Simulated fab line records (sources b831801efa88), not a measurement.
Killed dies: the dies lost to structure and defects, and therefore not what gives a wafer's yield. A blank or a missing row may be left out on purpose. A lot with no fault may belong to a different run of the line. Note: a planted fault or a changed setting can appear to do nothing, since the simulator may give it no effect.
Which tool is to blame?	flow sky130	36 wafers from 12 lots sampled at 2 of the route's 708 steps

== WHAT THE GAUGES SHOWED, per wafer ==
SKY_VIA1_OVL_MEAS_13.
lot	measured	on	VIA1_OVL (nm)
L313	day 33 21:52	overlay-01	6 -1 3
L316	day 35 03:11	overlay-02	-10 -3 -4
L319	day 36 06:10	overlay-01	7 5 2
L320	day 37 04:40	overlay-01	9 5 3
L323	day 37 13:29	overlay-01	-6 -1 -1
L322	day 37 19:26	overlay-02	0 -3 7
L321	day 37 20:07	overlay-01	-7 -3 -6
L324	day 38 04:05	overlay-01	15 11 7
L326	day 38 09:02	overlay-02	-13 -3 -11
L332	day 40 00:47	overlay-02	0 1 -7
L334	day 40 17:00	overlay-02	4 -2 1
L335	day 41 01:27	overlay-02	-1 -2 -2

SKY_VIA1_RS_MEAS_22: measures by four-point-probe.
lot	measured	on	VIA1_W_RS (ohm/sq)
L313	day 33 22:47	filmMetro-03	0.434 0.432 0.435
L316	day 35 04:03	filmMetro-03	0.437 0.438 0.442
L319	day 36 07:03	filmMetro-01	0.432 0.437 0.437
L320	day 37 05:32	filmMetro-03	0.437 0.438 0.436
L323	day 37 14:21	filmMetro-01	0.427 0.431 0.425
L322	day 37 20:19	filmMetro-01	0.437 0.433 0.436
L321	day 37 21:02	filmMetro-03	0.422 0.430 0.429
L324	day 38 04:58	filmMetro-03	0.444 0.443 0.435
L326	day 38 09:56	filmMetro-03	0.434 0.432 0.440
L332	day 40 01:44	filmMetro-01	0.447 0.442 0.440
L334	day 40 17:54	filmMetro-02	0.434 0.439 0.432
L335	day 41 02:22	filmMetro-02	0.434 0.429 0.432

== EACH LOT AND THE TOOL THAT RAN IT (in order: tool; ch and the chambers of the sampled wafers; start) ==
There is no process step in the record ahead of these readings.

== AS READ BY THE TOOLS THEMSELVES (means over the sampled wafers that have a number; for cases with no such wafer, the mark the record gives instead) ==
The record holds no such reading with a usual standard deviation.

== THE ANSWER, worked out from the rows above alone ==
Rule: the lots themselves supply what counts as usual. The widest of any qualifying gaps counts: lots, ordered by their means at a reading, are off when they make up no more than a third of the lots, leave a main group of 4 or more, and stand apart from it by 3 or more times the standard deviation of that group's means. Not used: any main group whose means are identical at the precision the tables above print for the reading. Also off: a lot with no number at a reading for which 4 or more lots have one. Where the step has rows for the other lots, those lots are counted as sound. First the gauges in route order, then the tools' own readings, where a lot's mean is used as printed above. The first step at which some lot is off is used, and at that step the reading that is off furthest; a lot without a number counts as furthest.
No lot is off at any reading shown: from this, nothing can be told.

== WHAT THE SIMULATOR PUT IN ==
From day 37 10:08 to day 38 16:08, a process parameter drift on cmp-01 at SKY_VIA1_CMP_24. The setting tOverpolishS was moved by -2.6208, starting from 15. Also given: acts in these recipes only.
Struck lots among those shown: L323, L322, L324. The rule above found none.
